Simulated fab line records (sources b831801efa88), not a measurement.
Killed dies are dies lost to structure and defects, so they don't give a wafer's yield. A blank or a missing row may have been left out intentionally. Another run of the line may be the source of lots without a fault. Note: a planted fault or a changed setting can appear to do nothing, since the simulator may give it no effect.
Struck lot and sound lot, side by side + flow gf180mcu + 30 out of 602 route steps
Sound: these wafers, L541.1, L541.4, L541.6. Struck: wafer L548.5; the same lot's L548.2 was not struck, so it is left out; see the end for the cause.
For every step that has rows: the tool of each side, followed by ch and its chambers, followed by its first start. Under that, the readings that differ: sound wafers + struck wafers + difference of the means + sigmas: that difference in standard deviations of wafers without a fault.
alike: same words and numbers on both sides, and readings whose means sit less than 2 such deviations apart. not compared: any withheld reading, any reading some wafer has no value for, any bound like >300 that may hide the same value, and any number with overlapping values for which the record gives no deviation.
The two part at a step that has a row with sigmas, a row that says differs or no value, or rows on one side only. Numbers that don't overlap but have no deviation are shown without sigmas and don't part them. A reading missing from all wafers of one side parts the sides only when that side holds two or more wafers.

first, 3 steps without rows for these wafers: GF_PSD_EXPOSE_04 (exposes mask Pplus, target cd 400 nm); GF_PSD_PEB_05; GF_PSD_DEVELOP_06 (develop time 60 s).
GF_PSD_CD_MEAS_07: target cd 400 nm.
  struck on cd-sem-01, day 19 13:04; sound on cd-sem-01, day 16 21:27
  alike: cd-nm
GF_PSD_OVL_MEAS_08:
  struck on overlay-02, day 19 13:11; sound on overlay-02, day 16 21:36
  alike: PSD_OVL
next, for these wafers, 1 step has no rows: GF_PSD_IMPLANT_09.
GF_PSD_STRIP_10: strips in O2/N2.
  sound on plasma-asher-01 ch 0,1, day 16 21:47; struck on plasma-asher-03 ch 1, day 19 13:22
| reading               | sound             | struck | difference | sigmas |
|-----------------------|-------------------|--------|------------|--------|
| oes-product-au (a.u.) | 0.591 0.603 0.592 | 0.583  | -0.012     | -3     |
  alike: drypump-motor-current-A, heater-power-w, strip-time-to-endpoint-s
  not compared: rf-hours-counter-h
GF_PSD_TW_MEAS_11:
  struck on film-metro-01, day 19 13:28; sound on film-metro-04, day 16 21:53
  alike: PSD_TW
then, 1 step without rows for these wafers: GF_PSD_CLEAN_12 (cleans in SC1/SC2, time 150 s).
GF_PSD_RTA_13: time 20 s.
  sound on rtp-anneal-02 ch 0, day 16 22:00; struck on rtp-anneal-02 ch 0, day 19 13:35
  alike: lamp-power-pct, wafer_temp_C_max
GF_PSD_RS_MEAS_14: measurement is done with a four-point probe.
  struck on film-metro-04, day 19 13:40; sound on film-metro-01, day 16 22:05
  alike: NSD_RS
GF_PSD_RS_MEAS_15: measurement is done with a four-point probe.
  struck on film-metro-04, day 19 13:47; sound on film-metro-01, day 16 22:12
  alike: PSD_RS
GF_SAB_CVD_00: deposits SiO2 from TEOS, target thk 50 nm, time 4.9302 s.
  sound on pecvd-02 ch 0,1,2, day 16 22:19; struck on pecvd-01 ch 0, day 19 13:53
| reading                              | sound             | struck | difference | sigmas |
|--------------------------------------|-------------------|--------|------------|--------|
| model.SiO2_of_SAB_CVD_00.thk-nm (nm) | 48.66 49.74 50.52 | 56.74  | +7.10      |        |
  alike: heater-power-w
GF_SAB_THK_MEAS_01:
  struck on film-metro-03, day 19 13:55; sound on film-metro-04, day 16 22:20
| reading             | sound          | struck | difference | sigmas |
|---------------------|----------------|--------|------------|--------|
| SAB_CVD_00_THK (nm) | 48.6 49.7 50.5 | 56.7   | +7.1       | +11    |
then, 7 steps without rows for these wafers: GF_SAB_DEHYDRATE_02 (time 60 s); GF_SAB_HMDS_03 (prime time 60 s); GF_SAB_COAT_04 (resist thk 1000 nm); GF_SAB_SOFTBAKE_05 (time 60 s); GF_SAB_EXPOSE_06 (exposes mask SAB, target cd 420 nm); GF_SAB_PEB_07; GF_SAB_DEVELOP_08 (develop time 60 s).
GF_SAB_CD_MEAS_09: target cd 420 nm.
  struck on cd-sem-01, day 20 13:14; sound on cd-sem-01, day 17 21:37
  alike: cd-nm
GF_SAB_OVL_MEAS_10:
  struck on overlay-01, day 20 13:21; sound on overlay-02, day 17 21:44
  alike: SAB_OVL
GF_SAB_ETCH_11: etches SiO2 in C4F8/O2/Ar, target depth 55 nm, time 8.5 s.
  sound on rie-diel-02 ch 0,3, day 17 21:47; struck on rie-diel-04 ch 0, day 20 13:23
| reading               | sound             | struck | difference | sigmas |
|-----------------------|-------------------|--------|------------|--------|
| oes-product-au (a.u.) | 1.002 1.021 1.011 | 0.988  | -0.023     | -2     |
then, 1 step without rows for these wafers: GF_SAB_WET_ETCH_12 (etches SiO2 in dHF, target depth 22 nm, time 440 s).
GF_SAB_STRIP_13: strips in O2/N2.
  sound on plasma-asher-02 ch 0,1, day 17 22:04; struck on plasma-asher-04 ch 1, day 20 13:32
| reading            | sound       | struck | difference | sigmas |
|--------------------|-------------|--------|------------|--------|
| heater-power-w (W) | 310 332 318 | 279    | -41        | -2     |
  alike: drypump-motor-current-A, oes-product-au, strip-time-to-endpoint-s
  not compared: rf-hours-counter-h
then, 1 step without rows for these wafers: GF_SALICIDE_CLEAN_00 (cleans in SC1/SC2, time 150 s).
GF_SALICIDE_WET_ETCH_01: etches SiO2 in dHF, target depth 5 nm, time 100 s.
  sound on wet-bench-01 ch 0, day 17 22:16; struck on wet-bench-03 ch 0, day 20 13:41
| reading                              | sound          | struck | difference | sigmas |
|--------------------------------------|----------------|--------|------------|--------|
| model.SiO2_of_SAB_CVD_00.thk-nm (nm) | 37.92 39 39.73 | 46.17  | +7.29      |        |
GF_SALICIDE_SPUTTER_02: material Co, target thk 10 nm, time 20 s.
  struck on pvd-sputter-03, day 20 13:44; sound on pvd-sputter-03, day 17 22:20
  alike: throttle-valve-pct
GF_PASSIVATION_PROBE_99:
  rows exist in the record for the sound wafers here (prober-02, day 31 10:54), none for the struck ones

## WHERE THEY PART
First at GF_PSD_STRIP_10; last, within this record, at GF_PASSIVATION_PROBE_99.

WHY: what the simulator had put in
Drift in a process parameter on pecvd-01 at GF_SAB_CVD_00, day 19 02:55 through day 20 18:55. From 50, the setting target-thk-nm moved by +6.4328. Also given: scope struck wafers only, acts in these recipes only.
